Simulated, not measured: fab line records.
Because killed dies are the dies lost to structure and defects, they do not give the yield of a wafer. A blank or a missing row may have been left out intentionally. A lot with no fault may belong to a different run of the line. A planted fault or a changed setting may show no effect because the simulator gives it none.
Problem report in the 8D (eight disciplines) form, filled by code :: flow gf180mcu :: the parts of the form that need people (team, actions taken, sign-off) are left out

## 1. PROBLEM STATEMENT
Mean MVPSD_RS at GF_VT_IMPLANT_RS_MEAS_49: 1181.9 ohm/sq over 6 wafers in 2 lots; fault-free wafers: 1169.2 ohm/sq, standard deviation 2.5. That puts it +5.1 standard deviations away from the usual mean.
The step: measures by four-point-probe.
Seen first at day 10 18:42 on film-metro-02, wafer L268.3. At this step, 36 wafers from 12 lots have a number in the record. The rule behind "out" and "out of limits": a value lying over 4 standard deviations away from the usual mean. The rest of the wafers with a number are treated as sound.

## 2. WHAT IT IS, AND WHAT IT ISN'T
question: which readings at this step
is: MVPSD_RS
is not: -

question: which lots
is: L268, L269
is not: L257, L258, L259, L260, L262, L263, L265, L277, L278, L280

question: which wafers of those lots
is: all that have a number
is not: -

question: read on which gauges
is: film-metro-02, film-metro-03
is not: film-metro-01

question: when
is: from day 10 18:42
is not: up to then (21 sound wafers); but 9 sound wafers of L277, L278, L280 came after

## 3. SUSPECTS, AND WHAT RULES EACH OUT
Counting: a tool stays on the suspect list if, at a process step up to the reading, it processed all lots that are out and no sound lot following the first of them.
- the gauge at GF_VT_IMPLANT_RS_MEAS_49: ruled out. 2 gauges (film-metro-02, film-metro-03) read the wafers that are out.
- implanter-03 at GF_MVPSD_IMPLANT_08: kept. It ran every lot that is out, first L268 (day 7 20:55), and no sound lot after that; its last sound lot up to then is L265 (day 7 04:25). On those wafers its own readings are out: dose-ions-cm2.
Left after counting: implanter-03 at GF_MVPSD_IMPLANT_08.

## 4. THE CAUSE (what the simulator had put in)
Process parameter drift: implanter-03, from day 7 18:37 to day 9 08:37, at GF_MVPSD_IMPLANT_08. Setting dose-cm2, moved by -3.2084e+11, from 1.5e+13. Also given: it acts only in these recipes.
This tool alone remained once counting was done.

## 5. THE CHAIN OF EFFECTS, in route order
Rows list readings where the struck wafers' mean (over those with a number) sits beyond 3 standard deviations from the usual. Only readings whose record carries a usual standard deviation are examined. hours: median over the lots of the time between each lot's start at the first step of this table that gives one and its start at this step. sigmas: the change, counted in usual standard deviations.
hours: 0
step: GF_MVPSD_IMPLANT_08
reading: dose-ions-cm2
usual: 1.4997e+13
on struck wafers: 1.4704e+13
change: -2.9350e+11
sigmas: -15

hours: 69
step: GF_VT_IMPLANT_RS_MEAS_49
reading: MVPSD_RS
usual: 1169.2 ohm/sq
on struck wafers: 1181.9
change: +12.7
sigmas: +5.1
Its process steps:
- GF_MVPSD_IMPLANT_08
Later steps that measure or inspect, where all struck wafers having a row at the step show a number for every such reading and not one has moved that far: GF_PSD_OVL_MEAS_08, GF_CONTACT_BOW_MEAS_05.

## 6. WHAT WOULD HAVE CAUGHT IT SOONER
The first out-of-limits reading at a measuring or inspecting step in this record came at day 10 18:42, 72 hours after the fault's start at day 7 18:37.
At GF_MVPSD_IMPLANT_08, the tool's own readings (dose-ions-cm2) were out on each struck wafer the step has a row for, so an alarm limit on them would have fired on the first such wafer.
By day 10 18:42, every lot that is out (2) had started GF_MVPSD_IMPLANT_08 on implanter-03. None of them would have been spared by holding the tool at that moment.
